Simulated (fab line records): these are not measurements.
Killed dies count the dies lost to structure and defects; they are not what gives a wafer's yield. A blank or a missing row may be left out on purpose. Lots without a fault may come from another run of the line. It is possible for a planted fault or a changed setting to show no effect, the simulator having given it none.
Which tool was responsible? | flow sfq line | 42 wafers from 14 lots sampled at 4 of the route's 325 steps

== WHAT EACH GAUGE READ, for each wafer ==
No reading from a measuring or inspecting step in the record can be judged against a usual standard deviation.

== WHICH TOOL RAN EACH LOT (tool, then ch and the chambers of the sampled wafers, then the start) ==
lot  | SFQ_TRILAYER_JJ_TRILAYER_DEP_SPUTTER_110 | SFQ_TRILAYER_R5_DEP_SPUTTER_133 | SFQ_TRILAYER_I5_LITHO_DEVELOP_146 | SFQ_TRILAYER_I6_DEP_PECVD_165
L197 | pvd sputter-05, day 50 02:10             | pvd sputter-03, day 57 02:16    | litho track-04 ch 0, day 67 06:35 | pecvd-04 ch 0,1, day 73 02:26
L198 | pvd sputter-04, day 50 03:22             | pvd sputter-04, day 57 05:29    | litho track-03 ch 0, day 67 12:35 | pecvd-01 ch 1,2, day 73 07:14
L199 | pvd sputter-06, day 51 12:19             | pvd sputter-03, day 57 13:53    | litho track-04 ch 0, day 68 00:44 | pecvd-03 ch 0,2, day 73 14:26
L202 | pvd sputter-06, day 52 15:16             | pvd sputter-04, day 58 17:02    | litho track-01 ch 0, day 69 07:53 | pecvd-04 ch 0,2, day 74 18:02
L204 | pvd sputter-05, day 59 06:01             | pvd sputter-04, day 60 01:35    | litho track-04, day 70 07:05      | pecvd-03 ch 0,1, day 76 01:15
L205 | pvd sputter-05, day 59 10:29             | pvd sputter-03, day 60 04:35    | litho track-04, day 70 09:33      | pecvd-04 ch 0,1,2, day 76 03:31
L206 | pvd sputter-04, day 59 12:53             | pvd sputter-04, day 60 10:35    | litho track-01 ch 0, day 70 19:05 | pecvd-01 ch 0,1, day 76 05:35
L212 | pvd sputter-05, day 66 00:37             | pvd sputter-03, day 66 17:20    | litho track-03 ch 0, day 72 09:34 | pecvd-04 ch 0,1, day 81 17:17
L211 | pvd sputter-04, day 66 05:35             | pvd sputter-04, day 66 21:38    | litho track-04 ch 0, day 72 14:26 | pecvd-01 ch 0,1,2, day 81 19:44
L215 | pvd sputter-04, day 67 16:13             | pvd sputter-04, day 69 01:54    | litho track-01 ch 0, day 74 10:53 | pecvd-04 ch 0,1, day 83 01:41
L216 | pvd sputter-04, day 68 12:42             | pvd sputter-04, day 69 16:38    | litho track-04 ch 0, day 75 03:41 | pecvd-04 ch 0,2, day 83 14:41
L217 | pvd sputter-05, day 68 23:30             | pvd sputter-04, day 70 01:38    | litho track-01 ch 0, day 75 13:59 | pecvd-01 ch 1,2, day 83 17:05
L218 | pvd sputter-06, day 69 13:18             | pvd sputter-04, day 75 06:49    | litho track-03 ch 0, day 75 18:22 | pecvd-03 ch 0,1, day 83 19:29
L219 | pvd sputter-05, day 69 16:54             | pvd sputter-05, day 75 18:38    | litho track-04 ch 0, day 79 22:09 | pecvd-03 ch 0,1,2, day 84 08:51
- SFQ_TRILAYER_JJ_TRILAYER_DEP_SPUTTER_110: material Al, target thk 8 nm, time 10 s.
- SFQ_TRILAYER_R5_DEP_SPUTTER_133: material MoNx, target thk 40 nm, time 66.7 s.
- SFQ_TRILAYER_I5_LITHO_DEVELOP_146: time 60 s.
- SFQ_TRILAYER_I6_DEP_PECVD_165: deposits SiO2 from SiH4/N2O, time 111.11 s, target thk 500 nm.

== WHAT THE TOOLS THEMSELVES READ (means of the sampled wafers that have a number; where no wafer has one, the mark that the record gives instead) ==
SFQ_TRILAYER_JJ_TRILAYER_DEP_SPUTTER_110.
lot  | tool           | base pressure pa (Pa) | throttle valve pct (%)
L197 | pvd sputter-05 | 1.36e-06              | 29.0
L198 | pvd sputter-04 | 1.41e-06              | 29.8
L199 | pvd sputter-06 | 1.28e-06              | 30.2
L202 | pvd sputter-06 | 1.35e-06              | 30.0
L204 | pvd sputter-05 | 1.29e-06              | 28.8
L205 | pvd sputter-05 | 1.27e-06              | 30.2
L206 | pvd sputter-04 | 1.33e-06              | 30.1
L212 | pvd sputter-05 | 1.34e-06              | 29.4
L211 | pvd sputter-04 | 1.29e-06              | 29.9
L215 | pvd sputter-04 | 1.36e-06              | 30.2
L216 | pvd sputter-04 | 1.39e-06              | 29.7
L217 | pvd sputter-05 | 1.35e-06              | 30.7
L218 | pvd sputter-06 | 1.38e-06              | 30.9
L219 | pvd sputter-05 | 1.37e-06              | 30.8

SFQ_TRILAYER_R5_DEP_SPUTTER_133.
lot  | tool           | base pressure pa (Pa) | throttle valve pct (%)
L197 | pvd sputter-03 | 1.28e-06              | 30.0
L198 | pvd sputter-04 | 1.33e-06              | 30.1
L199 | pvd sputter-03 | 1.23e-06              | 29.9
L202 | pvd sputter-04 | 1.28e-06              | 30.0
L204 | pvd sputter-04 | 1.29e-06              | 29.4
L205 | pvd sputter-03 | 1.20e-06              | 29.9
L206 | pvd sputter-04 | 1.36e-06              | 30.3
L212 | pvd sputter-03 | 1.31e-06              | 29.6
L211 | pvd sputter-04 | 1.32e-06              | 29.3
L215 | pvd sputter-04 | 1.33e-06              | 29.0
L216 | pvd sputter-04 | 1.31e-06              | 29.5
L217 | pvd sputter-04 | 1.29e-06              | 30.3
L218 | pvd sputter-04 | 1.31e-06              | 29.5
L219 | pvd sputter-05 | 1.38e-06              | 29.4

SFQ_TRILAYER_I5_LITHO_DEVELOP_146.
lot  | tool           | chill plate temp C (C) | exhaust pa (Pa)
L197 | litho track-04 | 23.02                  | 46.2
L198 | litho track-03 | 23.12                  | 44.9
L199 | litho track-04 | 23.07                  | 45.7
L202 | litho track-01 | 22.94                  | 45.3
L204 | litho track-04 | -                      | -
L205 | litho track-04 | -                      | -
L206 | litho track-01 | 22.90                  | 45.0
L212 | litho track-03 | 22.93                  | 44.8
L211 | litho track-04 | 23.02                  | 45.5
L215 | litho track-01 | 23.00                  | 46.0
L216 | litho track-04 | 23.02                  | 45.5
L217 | litho track-01 | 23.11                  | 45.6
L218 | litho track-03 | 22.98                  | 45.3
L219 | litho track-04 | 22.85                  | 45.6

SFQ_TRILAYER_I6_DEP_PECVD_165.
lot  | tool     | chamber pressure Torr (Torr) | heater power w (W) | throttle valve pct (%)
L197 | pecvd-04 | 2.398                        | 109                | 25.5
L198 | pecvd-01 | 2.402                        | 85                 | 23.4
L199 | pecvd-03 | 2.400                        | 72                 | 22.2
L202 | pecvd-04 | 2.401                        | 85                 | 25.8
L204 | pecvd-03 | 2.400                        | 84                 | 22.9
L205 | pecvd-04 | 2.406                        | 99                 | 25.7
L206 | pecvd-01 | 2.398                        | 87                 | 25.5
L212 | pecvd-04 | 2.397                        | 88                 | 26.0
L211 | pecvd-01 | 2.400                        | 83                 | 24.8
L215 | pecvd-04 | 2.400                        | 95                 | 26.0
L216 | pecvd-04 | 2.398                        | 84                 | 26.2
L217 | pecvd-01 | 2.402                        | 87                 | 23.6
L218 | pecvd-03 | 2.396                        | 87                 | 23.4
L219 | pecvd-03 | 2.401                        | 90                 | 22.9

== THE ANSWER, worked out from the rows above alone ==
Rule: the usual values come from the lots themselves. The widest of any qualifying gaps counts: lots, ordered by their means at a reading, are off when they make up no more than a third of the lots, leave a main group of 4 or more, and stand apart from it by 3 or more times the standard deviation of that group's means. A main group is skipped when, at the precision printed for the reading in the tables above, its means are all equal. Also off: a lot with no number at a reading for which 4 or more lots have one. All remaining lots with rows at the step are treated as sound. Order of review: gauges by route order, followed by the tools' own readings, for which a lot's mean as printed above is used. At the first step where some lot is off, the reading lying furthest off is the one used; lots without a number count as furthest.
Off: L204, L205, at SFQ_TRILAYER_I5_LITHO_DEVELOP_146 (chill plate temp C). Without a number there: L204, L205. Mean 23.00 C and standard deviation 0.078 in the main group.
A tool fits if, at that step or a process step before it, it ran every lot that is off, and no sound lot after the first of them. None of those tried fits.

== WHAT WAS PUT IN BY THE SIMULATOR ==
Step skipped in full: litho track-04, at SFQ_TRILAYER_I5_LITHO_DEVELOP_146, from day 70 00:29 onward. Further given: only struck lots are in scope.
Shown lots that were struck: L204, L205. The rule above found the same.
